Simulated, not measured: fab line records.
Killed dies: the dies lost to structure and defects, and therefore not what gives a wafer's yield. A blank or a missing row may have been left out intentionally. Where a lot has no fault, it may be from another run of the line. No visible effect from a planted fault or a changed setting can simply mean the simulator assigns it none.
Which tool is to blame? / flow sky130 / 14 lots with 42 wafers sampled at 5 steps, on a route of 708 steps

## WHAT EACH GAUGE READ, for each wafer
SKY_POLY_GATE_OVL_MEAS_14. Usual: POLY_GATE_OVL -2 nm, standard deviation 4.5.
lot=L450; measured=day 16 11:12; on=overlay-01; POLY_GATE_OVL (nm)=4 1 3; flag=
lot=L451; measured=day 16 18:02; on=overlay-01; POLY_GATE_OVL (nm)=-5 -2 -2; flag=
lot=L453; measured=day 17 23:19; on=overlay-01; POLY_GATE_OVL (nm)=6 -2 0; flag=
lot=L454; measured=day 18 10:29; on=overlay-01; POLY_GATE_OVL (nm)=-1 4 1; flag=
lot=L456; measured=day 18 16:49; on=overlay-01; POLY_GATE_OVL (nm)=-7 -1 -5; flag=
lot=L457; measured=day 19 06:02; on=overlay-02; POLY_GATE_OVL (nm)=9 -2 5; flag=
lot=L458; measured=day 19 17:29; on=overlay-01; POLY_GATE_OVL (nm)=-11 -7 -3; flag=
lot=L459; measured=day 20 08:46; on=overlay-02; POLY_GATE_OVL (nm)=-15 -9 -5; flag=
lot=L460; measured=day 20 15:15; on=overlay-01; POLY_GATE_OVL (nm)=-4 -4 -1; flag=
lot=L461; measured=day 20 23:22; on=overlay-02; POLY_GATE_OVL (nm)=-1 -10 -7; flag=
lot=L463; measured=day 21 09:34; on=overlay-02; POLY_GATE_OVL (nm)=-8 -3 -5; flag=
lot=L464; measured=day 22 05:43; on=overlay-02; POLY_GATE_OVL (nm)=-6 -6 -9; flag=
lot=L465; measured=day 22 06:20; on=overlay-01; POLY_GATE_OVL (nm)=6 -4 -4; flag=
lot=L472; measured=day 24 09:37; on=overlay-01; POLY_GATE_OVL (nm)=-3 -4 -4; flag=

SKY_POLY_CUT_OVL_MEAS_09. Usual: POLY_CUT_OVL -4 nm, standard deviation 5.7.
lot=L450; measured=day 24 11:04; on=overlay-02; POLY_CUT_OVL (nm)=-8 0 -14; flag=
lot=L451; measured=day 24 16:07; on=overlay-01; POLY_CUT_OVL (nm)=-6 1 -9; flag=
lot=L453; measured=day 25 23:36; on=overlay-02; POLY_CUT_OVL (nm)=2 1 4; flag=
lot=L454; measured=day 26 09:50; on=overlay-02; POLY_CUT_OVL (nm)=-5 -10 -6; flag=
lot=L456; measured=day 26 18:05; on=overlay-01; POLY_CUT_OVL (nm)=-6 3 8; flag=
lot=L457; measured=day 27 04:13; on=overlay-01; POLY_CUT_OVL (nm)=-9 -14 -10; flag=
lot=L458; measured=day 27 12:03; on=overlay-01; POLY_CUT_OVL (nm)=-1 -10 -6; flag=
lot=L459; measured=day 28 05:13; on=overlay-01; POLY_CUT_OVL (nm)=14 16 -2; flag=
lot=L460; measured=day 28 12:15; on=overlay-01; POLY_CUT_OVL (nm)=-8 -8 -6; flag=
lot=L461; measured=day 28 17:42; on=overlay-01; POLY_CUT_OVL (nm)=0 -6 2; flag=
lot=L463; measured=day 29 04:30; on=overlay-01; POLY_CUT_OVL (nm)=-3 -4 -4; flag=
lot=L464; measured=day 29 22:03; on=overlay-01; POLY_CUT_OVL (nm)=-5 -1 -1; flag=
lot=L465; measured=day 30 03:48; on=overlay-02; POLY_CUT_OVL (nm)=-8 2 -4; flag=
lot=L472; measured=day 31 23:00; on=overlay-02; POLY_CUT_OVL (nm)=-5 -6 -2; flag=

## TOOL THAT RAN EACH LOT (tool first, then ch and the chambers of the sampled wafers, then the start)
lot=L450; SKY_POLY_GATE_STRIP_18=plasma asher-04 ch 0,1, day 16 11:28; SKY_LDD_LDN_COAT_02=litho track-04 ch 0, day 22 09:11; SKY_LDD_LDN_STRIP_12=plasma asher-02 ch 0,1, day 23 00:59
lot=L451; SKY_POLY_GATE_STRIP_18=plasma asher-01 ch 0,1, day 16 18:18; SKY_LDD_LDN_COAT_02=litho track-02 ch 0, day 22 17:21; SKY_LDD_LDN_STRIP_12=plasma asher-02 ch 0,1, day 23 08:52
lot=L453; SKY_POLY_GATE_STRIP_18=plasma asher-04 ch 1, day 17 23:35; SKY_LDD_LDN_COAT_02=litho track-02 ch 0, day 23 23:00; SKY_LDD_LDN_STRIP_12=plasma asher-03 ch 0, day 24 14:58
lot=L454; SKY_POLY_GATE_STRIP_18=plasma asher-04 ch 0,1, day 18 10:44; SKY_LDD_LDN_COAT_02=litho track-02 ch 0, day 24 10:15; SKY_LDD_LDN_STRIP_12=plasma asher-03 ch 1, day 25 01:52
lot=L456; SKY_POLY_GATE_STRIP_18=plasma asher-04 ch 0,1, day 18 17:06; SKY_LDD_LDN_COAT_02=litho track-04 ch 0, day 24 17:56; SKY_LDD_LDN_STRIP_12=plasma asher-04 ch 0,1, day 25 09:55
lot=L457; SKY_POLY_GATE_STRIP_18=plasma asher-04 ch 0,1, day 19 06:19; SKY_LDD_LDN_COAT_02=litho track-01 ch 0, day 25 04:06; SKY_LDD_LDN_STRIP_12=plasma asher-04 ch 0,1, day 25 20:15
lot=L458; SKY_POLY_GATE_STRIP_18=plasma asher-04 ch 0,1, day 19 17:45; SKY_LDD_LDN_COAT_02=litho track-01 ch 0, day 25 13:31; SKY_LDD_LDN_STRIP_12=plasma asher-04 ch 0,1, day 26 04:55
lot=L459; SKY_POLY_GATE_STRIP_18=plasma asher-01 ch 0,1, day 20 09:02; SKY_LDD_LDN_COAT_02=litho track-02 ch 0, day 26 04:56; SKY_LDD_LDN_STRIP_12=plasma asher-04 ch 0,1, day 26 20:52
lot=L460; SKY_POLY_GATE_STRIP_18=plasma asher-04 ch 1, day 20 15:31; SKY_LDD_LDN_COAT_02=litho track-02 ch 0, day 26 14:05; SKY_LDD_LDN_STRIP_12=plasma asher-02 ch 0,1, day 27 05:35
lot=L461; SKY_POLY_GATE_STRIP_18=plasma asher-04 ch 0,1, day 20 23:39; SKY_LDD_LDN_COAT_02=litho track-01 ch 0, day 26 19:12; SKY_LDD_LDN_STRIP_12=plasma asher-04 ch 0,1, day 27 10:10
lot=L463; SKY_POLY_GATE_STRIP_18=plasma asher-04 ch 1, day 21 09:51; SKY_LDD_LDN_COAT_02=litho track-01 ch 0, day 27 06:27; SKY_LDD_LDN_STRIP_12=plasma asher-02 ch 0,1, day 27 21:37
lot=L464; SKY_POLY_GATE_STRIP_18=plasma asher-02 ch 0,1, day 22 05:59; SKY_LDD_LDN_COAT_02=litho track-01 ch 0, day 27 23:40; SKY_LDD_LDN_STRIP_12=plasma asher-04 ch 0,1, day 28 14:44
lot=L465; SKY_POLY_GATE_STRIP_18=plasma asher-04 ch 0,1, day 22 06:36; SKY_LDD_LDN_COAT_02=litho track-02 ch 0, day 28 00:36; SKY_LDD_LDN_STRIP_12=plasma asher-03 ch 0,1, day 28 16:13
lot=L472; SKY_POLY_GATE_STRIP_18=plasma asher-04 ch 0,1, day 24 09:53; SKY_LDD_LDN_COAT_02=litho track-02 ch 0, day 30 02:08; SKY_LDD_LDN_STRIP_12=plasma asher-04 ch 0,1, day 30 16:43
- SKY_POLY_GATE_STRIP_18: strips in O2/N2.
- SKY_LDD_LDN_COAT_02: resist thk 1140 nm.
- SKY_LDD_LDN_STRIP_12: strips in O2/N2.

## AS READ BY THE TOOLS THEMSELVES (means over the sampled wafers that have a number; for cases with no such wafer, the mark the record gives instead)
SKY_POLY_GATE_STRIP_18. Usual: drypump motor current A 5.83 A, standard deviation 0.27; oes product au 0.361 a.u., standard deviation 0.0053; strip time to endpoint s 3.17 s, standard deviation 0.054.
lot=L450; tool=plasma asher-04; drypump motor current A (A)=5.88; oes product au (a.u.)=0.362; strip time to endpoint s (s)=3.20; flag=
lot=L451; tool=plasma asher-01; drypump motor current A (A)=6.02; oes product au (a.u.)=0.363; strip time to endpoint s (s)=3.19; flag=
lot=L453; tool=plasma asher-04; drypump motor current A (A)=5.67; oes product au (a.u.)=0.359; strip time to endpoint s (s)=3.13; flag=
lot=L454; tool=plasma asher-04; drypump motor current A (A)=5.77; oes product au (a.u.)=0.359; strip time to endpoint s (s)=3.17; flag=
lot=L456; tool=plasma asher-04; drypump motor current A (A)=5.79; oes product au (a.u.)=0.362; strip time to endpoint s (s)=3.16; flag=
lot=L457; tool=plasma asher-04; drypump motor current A (A)=5.87; oes product au (a.u.)=0.362; strip time to endpoint s (s)=3.16; flag=
lot=L458; tool=plasma asher-04; drypump motor current A (A)=5.87; oes product au (a.u.)=0.361; strip time to endpoint s (s)=3.14; flag=
lot=L459; tool=plasma asher-01; drypump motor current A (A)=5.73; oes product au (a.u.)=0.365; strip time to endpoint s (s)=3.20; flag=
lot=L460; tool=plasma asher-04; drypump motor current A (A)=5.68; oes product au (a.u.)=0.367; strip time to endpoint s (s)=3.15; flag=
lot=L461; tool=plasma asher-04; drypump motor current A (A)=5.78; oes product au (a.u.)=0.354; strip time to endpoint s (s)=3.12; flag=
lot=L463; tool=plasma asher-04; drypump motor current A (A)=5.70; oes product au (a.u.)=0.360; strip time to endpoint s (s)=3.20; flag=
lot=L464; tool=plasma asher-02; drypump motor current A (A)=5.65; oes product au (a.u.)=0.360; strip time to endpoint s (s)=3.17; flag=
lot=L465; tool=plasma asher-04; drypump motor current A (A)=5.78; oes product au (a.u.)=0.358; strip time to endpoint s (s)=3.12; flag=
lot=L472; tool=plasma asher-04; drypump motor current A (A)=5.76; oes product au (a.u.)=0.364; strip time to endpoint s (s)=3.18; flag=

SKY_LDD_LDN_STRIP_12. Usual: drypump motor current A 5.7 A, standard deviation 0.34; oes product au 0.715 a.u., standard deviation 0.0043; strip time to endpoint s 14.17 s, standard deviation 0.042.
lot=L450; tool=plasma asher-02; drypump motor current A (A)=5.7; oes product au (a.u.)=0.713; strip time to endpoint s (s)=14.17; flag=
lot=L451; tool=plasma asher-02; drypump motor current A (A)=5.7; oes product au (a.u.)=0.717; strip time to endpoint s (s)=14.24; flag=
lot=L453; tool=plasma asher-03; drypump motor current A (A)=5.1; oes product au (a.u.)=0.712; strip time to endpoint s (s)=14.16; flag=
lot=L454; tool=plasma asher-03; drypump motor current A (A)=6.0; oes product au (a.u.)=0.716; strip time to endpoint s (s)=14.16; flag=
lot=L456; tool=plasma asher-04; drypump motor current A (A)=5.8; oes product au (a.u.)=0.712; strip time to endpoint s (s)=14.15; flag=
lot=L457; tool=plasma asher-04; drypump motor current A (A)=5.9; oes product au (a.u.)=0.720; strip time to endpoint s (s)=14.20; flag=
lot=L458; tool=plasma asher-04; drypump motor current A (A)=5.9; oes product au (a.u.)=0.715; strip time to endpoint s (s)=14.13; flag=
lot=L459; tool=plasma asher-04; drypump motor current A (A)=5.8; oes product au (a.u.)=0.716; strip time to endpoint s (s)=14.21; flag=
lot=L460; tool=plasma asher-02; drypump motor current A (A)=5.7; oes product au (a.u.)=0.720; strip time to endpoint s (s)=14.14; flag=
lot=L461; tool=plasma asher-04; drypump motor current A (A)=5.9; oes product au (a.u.)=0.712; strip time to endpoint s (s)=14.15; flag=
lot=L463; tool=plasma asher-02; drypump motor current A (A)=5.7; oes product au (a.u.)=0.458; strip time to endpoint s (s)=5.39; flag=OFF
lot=L464; tool=plasma asher-04; drypump motor current A (A)=5.9; oes product au (a.u.)=0.461; strip time to endpoint s (s)=5.40; flag=OFF
lot=L465; tool=plasma asher-03; drypump motor current A (A)=5.7; oes product au (a.u.)=0.712; strip time to endpoint s (s)=14.17; flag=
lot=L472; tool=plasma asher-04; drypump motor current A (A)=5.9; oes product au (a.u.)=0.717; strip time to endpoint s (s)=14.17; flag=

## THE ANSWER, worked out from the rows above alone
Rule: a lot counts as off when the mean over its wafers that have a number is more than 3 standard deviations away from the usual mean. A lot without any number at a reading at which 4 lots or more have one is off too. Any other lot the step has rows for is counted as sound. First the gauges in route order, then the tools' own readings, where a lot's mean is used as printed above. The first step at which some lot is off is used, and at that step the reading that is off furthest; a lot without a number counts as furthest.
Off: L463, L464, at SKY_LDD_LDN_STRIP_12 (strip time to endpoint s).
A tool fits if, at that step or a process step before it, it ran every lot that is off, and no sound lot after the first of them. One fits: litho track-01 at SKY_LDD_LDN_COAT_02. A fault onset in the window from L461 (day 26 19:12, its last sound lot) to L463 (day 27 06:27, its first lot off) fits.

## WHAT HAD BEEN PUT IN BY THE SIMULATOR
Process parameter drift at SKY_LDD_LDN_COAT_02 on litho track-01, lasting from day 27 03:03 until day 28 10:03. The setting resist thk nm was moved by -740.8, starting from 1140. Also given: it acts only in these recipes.
Lots struck among those shown: L463, L464. The rule above reached the same finding.
